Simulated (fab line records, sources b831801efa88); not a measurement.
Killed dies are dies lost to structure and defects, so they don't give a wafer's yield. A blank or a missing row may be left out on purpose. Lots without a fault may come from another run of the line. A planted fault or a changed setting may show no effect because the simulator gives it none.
A struck lot beside a sound one | flow sky130 | 21 steps out of a route of 708
Sound: wafers L956.1, L956.2, L956.4. Struck: wafers L955.1, L955.5, L955.6. The cause comes at the end.
At each step with rows: each side's tool, then ch and its chambers, then its first start. Under that, the readings that differ: sound wafers | struck wafers | difference of the means | sigmas: that difference in standard deviations of wafers without a fault.
alike: readings whose means differ by less than 2 such deviations, and words and numbers that are the same on both sides. not compared: withheld readings, readings that some wafer has no value for, bounds like >300 that may hide the same value, and numbers for which the record gives no deviation and whose values overlap.
The two part at a step that has a row with sigmas, a row that says differs or no value, or rows on one side only. Numbers that don't overlap but have no deviation are shown without sigmas and don't part them. A reading that every wafer of one side lacks parts them only if that side has two wafers or more.

first, 1 step without rows for these wafers: SKY_FIELD_ISO_CVD_24 (deposits SiO2, target thk 595 nm, time 99.2 s).
SKY_FIELD_ISO_THK_MEAS_25:
  sound on film_metro-04, day 5 19:29; struck on film_metro-04, day 5 12:35
  alike: FIELD_ISO_CVD_24_THK
then, 1 step without rows for these wafers: SKY_FIELD_ISO_ANNEAL_26 (time 1800 s).
SKY_FIELD_ISO_CMP_27: polishes, stops on Si3N4, t overpolish 16 s, target thk 457.8 nm.
  sound on cmp-02 ch 0,2,3, day 5 21:06; struck on cmp-02 ch 1,2, day 5 14:11
  alike: motor_current_A, overpolish_run_s, time_to_endpoint_s
then, 5 steps without rows for these wafers: SKY_FIELD_ISO_WET_ETCH_28 (etches SiO2 in dHF, target depth 23.7 nm, time 47 s); SKY_FIELD_ISO_WET_ETCH_29 (etches Si3N4 in H3PO4, target depth 160 nm, time 1825 s); SKY_FIELD_ISO_WET_ETCH_30 (etches SiO2 in dHF, target depth 25 nm, time 50 s); SKY_NWELL_CLEAN_00 (cleans in SC1/SC2, time 150 s); SKY_NWELL_OXIDATION_01 (stabilise 600 s, purge 300 s, target thk 10 nm).
SKY_NWELL_THK_MEAS_02:
  sound on film_metro-03, day 5 23:23; struck on film_metro-01, day 5 16:58
  reading                  | sound          | struck            | difference | sigmas
  NWELL_OXIDATION_THK (nm) | 9.62 9.65 9.60 | 10.24 10.08 10.32 | +0.59      | +3
then, 2 steps without rows for these wafers: SKY_DNWELL_DEHYDRATE_00 (time 60 s); SKY_DNWELL_HMDS_01 (prime time 60 s).
SKY_DNWELL_COAT_02: resist thk 3000 nm.
  sound on litho_track-02 ch 0, day 6 08:40; struck on litho_track-01 ch 0, day 6 02:10
  reading                                  | sound                | struck               | difference | sigmas
  spin_speed_rpm (rpm)                     | 1999.6 1997.7 1999.3 | 2379.7 2380.7 2380.5 | +381.4     | +99 or more
  model.coat_of_DNWELL_COAT_02.thk_nm (nm) | 2989 3000 3004       | 2738 2742 2742       | -257       |
then, 3 steps without rows for these wafers: SKY_DNWELL_SOFTBAKE_03; SKY_DNWELL_EXPOSE_04 (exposes mask DNM, target cd 3000 nm); SKY_DNWELL_PEB_05.
SKY_DNWELL_DEVELOP_06: develop time 60 s.
  sound on litho_track-01 ch 0; struck on litho_track-02 ch 0
  reading                                  | sound          | struck         | difference | sigmas
  model.coat_of_DNWELL_COAT_02.thk_nm (nm) | 2984 2996 3000 | 2734 2738 2738 | -257       |
then, 1 step without rows for these wafers: SKY_DNWELL_IMPLANT_07.
SKY_DNWELL_STRIP_08: strips in O2/N2.
  sound on plasma_asher-03 ch 0,1, day 6 18:40; struck on plasma_asher-02 ch 0,1, day 6 12:37
  reading                      | sound             | struck            | difference | sigmas
  strip_time_to_endpoint_s (s) | 36.78 36.91 36.96 | 33.93 33.97 33.98 | -2.92      | -30
  alike: drypump_motor_current_A, oes_product_au
  not compared: rf_hours_counter_h
SKY_DNWELL_TW_MEAS_09:
  sound on film_metro-03, day 6 18:46; struck on film_metro-02, day 6 12:43
  alike: DNWELL_TW
-- the record jumps here: 43 days lie between the struck wafers' starts before and after (it left off in module DNWELL and takes up again in module PAD_OPEN, whose first step shown is number 708 of the route) --
SKY_PAD_OPEN_PROBE_99:
  sound on prober-01, day 49 19:39; struck on prober-02, day 49 17:50
  reading                                  | sound          | struck         | difference | sigmas
  model.etest.res_deep_nwell.width_nm (nm) | 2993 2985 2985 | 3016 3009 3017 | +26        |
  alike: killed_at_M0_to_M3, killed_at_M4_up, killed_at_contacts, killed_at_front_end, killed_at_other, killed_dies, killed_open, killed_short

WHERE THEY PART
First at SKY_NWELL_THK_MEAS_02; last, within this record, at SKY_DNWELL_STRIP_08. Later steps at which nothing parts them and some readings are alike: SKY_DNWELL_TW_MEAS_09, SKY_PAD_OPEN_PROBE_99.

WHY: what the simulator had put in
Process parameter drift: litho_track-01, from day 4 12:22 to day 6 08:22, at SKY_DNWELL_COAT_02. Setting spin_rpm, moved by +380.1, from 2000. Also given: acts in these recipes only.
